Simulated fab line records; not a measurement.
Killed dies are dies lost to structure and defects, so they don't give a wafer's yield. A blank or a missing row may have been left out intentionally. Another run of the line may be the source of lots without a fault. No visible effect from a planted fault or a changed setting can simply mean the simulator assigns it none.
fab line records ; flow gf180mcu
record: lots: 5; wafers: 15; last_day: 34
route steps=602 shown HV_LDD@198
lots that met no fault: from a run of the same line without faults
start_h: start of the lot's first displayed wafer, in hours after the record's first day ; wait_h: hours since the lot's step before ; " repeats the value in the row above ; L1.1+2: one row covering several wafers at once ; - no value present, or no start provided ; * or withheld: withheld ; < > ~ a bound
route shown NAME@n: a module of which the file shows steps, and the number in the route of the first ; usual: mean/standard deviation of fault-free wafers ; same: alike in all rows ; chamber/n: place in a boat ; sites: per-site readings ; _std_site: their standard deviation ; _edge_site: inner sites' mean taken away from outer sites' mean ; radius_mm: for every site, how far away it sits from the centre of the wafer ; mask NAME#n: copy n ; behind: the most recent tool/chamber to have shaped the wafer ; hold: the reason the lot was held/the length of the hold in hours/how it ended ; device: names the non-switching transistor (n, p or np) ; end of line: the tests these same wafers got at the end of their route ; a step without rows: its recipe alone ; killed: the dies lost at the first sort to structure and to defects; this is not the yield of the wafer ; map: a wafer's dies, marking killed ones x, the rest . and places with no die _
set.NAME: the setting that was run; set.NAME@STEP: the one run at that earlier step ; model.NAME: the simulator's own value behind a step, which no gauge read
lots at some steps of the route; a table a step, a row a wafer
services: a tool's chamber out of use, with start hour (start_h, from the record's first day; less than 0 if before it), hours out, and reason
== steps ==
step: GF_HV_LDD_STRIP_22
recipe: chemistry: O2/N2; power_w: 1400; pressure_mtorr: 1500; platen_temp_c: 250; o2_flow_sccm: 3000; n2_flow_sccm: 300; overash_fraction: 0.5
usual: drypump_motor_current_A: 5.6/0.35; heater_power_w: 364/28; oes_product_au: 0.716/0.0044; strip_time_to_endpoint_s: 12.62/0.034
lot.wafer;tool;chamber;start_h;wait_h;drypump_motor_current_A;heater_power_w;oes_product_au;rf_hours_counter_h;strip_time_to_endpoint_s
L075.2;plasma_asher-01;1;242.36;0.1;5.1;409;0.703;12;12.60
L075.3;plasma_asher-01;0;242.36;0.1;5.6;324;0.712;-;12.63
L075.4;plasma_asher-01;1;242.36;0.1;5.1;410;0.725;-;12.63
L076.2;plasma_asher-04;1;248.71;0.1;5.9;367;0.717;59;12.61
L076.3;plasma_asher-04;1;248.71;0.1;6.0;372;0.713;-;12.63
L076.5;plasma_asher-04;1;248.71;0.1;5.9;366;0.716;-;12.65
L090.2;plasma_asher-04;0;367.29;0.1;5.4;355;0.716;72;12.57
L090.3;plasma_asher-04;0;367.29;0.1;5.5;364;0.714;-;12.57
L090.4;plasma_asher-04;1;367.29;0.1;6.0;372;0.717;-;12.66
L093.1;plasma_asher-01;0;389.90;0.1;5.6;326;0.720;26;12.58
L093.2;plasma_asher-01;1;389.90;0.1;5.1;413;0.720;26;12.63
L093.4;plasma_asher-01;1;389.90;0.1;5.1;412;0.709;-;12.57
L097.2;plasma_asher-04;1;416.04;0.1;5.9;366;0.715;77;12.64
L097.3;plasma_asher-04;0;416.04;0.1;5.5;368;0.719;-;12.62
L097.5;plasma_asher-04;1;416.04;0.1;5.9;371;0.715;-;12.63
step: GF_HV_LDD_TW_MEAS_23
usual: HV_LDD_2_TW: 1060/9.3
lot.wafer;tool;chamber;start_h;wait_h;HV_LDD_2_TW
L075.2;film_metro-01;-;242.47;0.1;1071
L075.3;film_metro-01;-;242.47;0.1;1065
L075.4;film_metro-01;-;242.47;0.1;1076
L076.2;film_metro-03;-;248.82;0.1;1063
L076.3;film_metro-03;-;248.82;0.1;1067
L076.5;film_metro-03;-;248.82;0.1;1065
L090.2;film_metro-01;-;367.40;0.1;1064
L090.3;film_metro-01;-;367.40;0.1;1054
L090.4;film_metro-01;-;367.40;0.1;1064
L093.1;film_metro-01;-;390.00;0.1;1065
L093.2;film_metro-01;-;390.00;0.1;1067
L093.4;film_metro-01;-;390.00;0.1;1073
L097.2;film_metro-01;-;416.15;0.1;1072
L097.3;film_metro-01;-;416.15;0.1;1077
L097.5;film_metro-01;-;416.15;0.1;1075
step: GF_HV_LDD_DEHYDRATE_24
recipe: temp_c: 200; time_s: 60
lot.wafer;tool;chamber;start_h;wait_h
L075.2+3+4;litho_track-01;0;251.33;8.9
L076.2+3+5;litho_track-01;0;257.63;8.8
L090.2+3+4;litho_track-01;0;377.78;10.4
L093.1+2+4;litho_track-02;0;400.80;10.8
L097.2+3+5;litho_track-03;0;427.60;11.4
step: GF_HV_LDD_HMDS_25
recipe: prime_time_s: 60; prime_temp_c: 120
lot.wafer;tool;chamber;start_h;wait_h
L075.2+3+4;litho_track-01;0;251.48;0.1
L076.2+3+5;litho_track-01;0;257.78;0.1
L090.2+3+4;litho_track-01;0;377.93;0.1
L093.1+2+4;litho_track-02;0;400.95;0.1
L097.2+3+5;litho_track-03;0;427.75;0.1
step: GF_HV_LDD_COAT_26
recipe: resist: NOVOLAK; spin_rpm: 3000; resist_thk_nm: 1000
lot.wafer;tool;chamber;start_h;wait_h
L075.2+3+4;litho_track-01;0;251.63;0.1
L076.2+3+5;litho_track-01;0;257.93;0.1
L090.2+3+4;litho_track-01;0;378.08;0.1
L093.1+2+4;litho_track-02;0;401.10;0.1
L097.2+3+5;litho_track-03;0;427.90;0.1
step: GF_HV_LDD_SOFTBAKE_27
recipe: temp_c: 90; time_s: 60; resist: NOVOLAK
lot.wafer;tool;chamber;start_h;wait_h
L075.2+3+4;litho_track-01;0;251.78;0.1
L076.2+3+5;litho_track-01;0;258.08;0.1
L090.2+3+4;litho_track-01;0;378.23;0.1
L093.1+2+4;litho_track-02;0;401.25;0.1
L097.2+3+5;litho_track-03;0;428.05;0.1
step: GF_HV_LDD_EXPOSE_28
recipe: mask_id: Nplus_HV_AREA; target_cd_nm: 400; na: 0.6; source_shape: conventional; sigma_outer: 0.6; dose_mj: 140
lot.wafer;tool;chamber;start_h;wait_h;mask
L075.2+3+4;iline_stepper-01;0;-;-;Nplus_HV_AREA#0
L076.2+3+5;iline_stepper-02;0;-;-;Nplus_HV_AREA#0
L090.2+3+4;iline_stepper-01;0;-;-;Nplus_HV_AREA#0
L093.1+2+4;iline_stepper-01;0;-;-;Nplus_HV_AREA#0
L097.2+3+5;iline_stepper-01;0;-;-;Nplus_HV_AREA#0
step: GF_HV_LDD_PEB_29
recipe: temp_c: withheld; time_s: *; resist: NOVOLAK
lot.wafer;tool;chamber;start_h;wait_h
L075.2+3+4;litho_track-02;0;-;-
L076.2+3+5;litho_track-02;0;-;-
L090.2+3+4;litho_track-02;0;-;-
L093.1+2+4;litho_track-03;0;-;-
L097.2+3+5;litho_track-03;0;-;-
== services ==
tool;chamber;start_h;hours;kind
iline_stepper-02;-;253.57;1.7;pm
plasma_asher-01;-;255.60;0.8;repair
plasma_asher-01;-;267.40;14.6;pm
plasma_asher-01;-;286.07;1.9;repair
plasma_asher-04;-;296.57;4.1;repair
iline_stepper-02;0;296.60;-;calibration
iline_stepper-01;-;319.67;4.4;pm
iline_stepper-01;0;415.43;-;calibration
iline_stepper-01;-;434.58;1.7;pm
== key ==
fault none
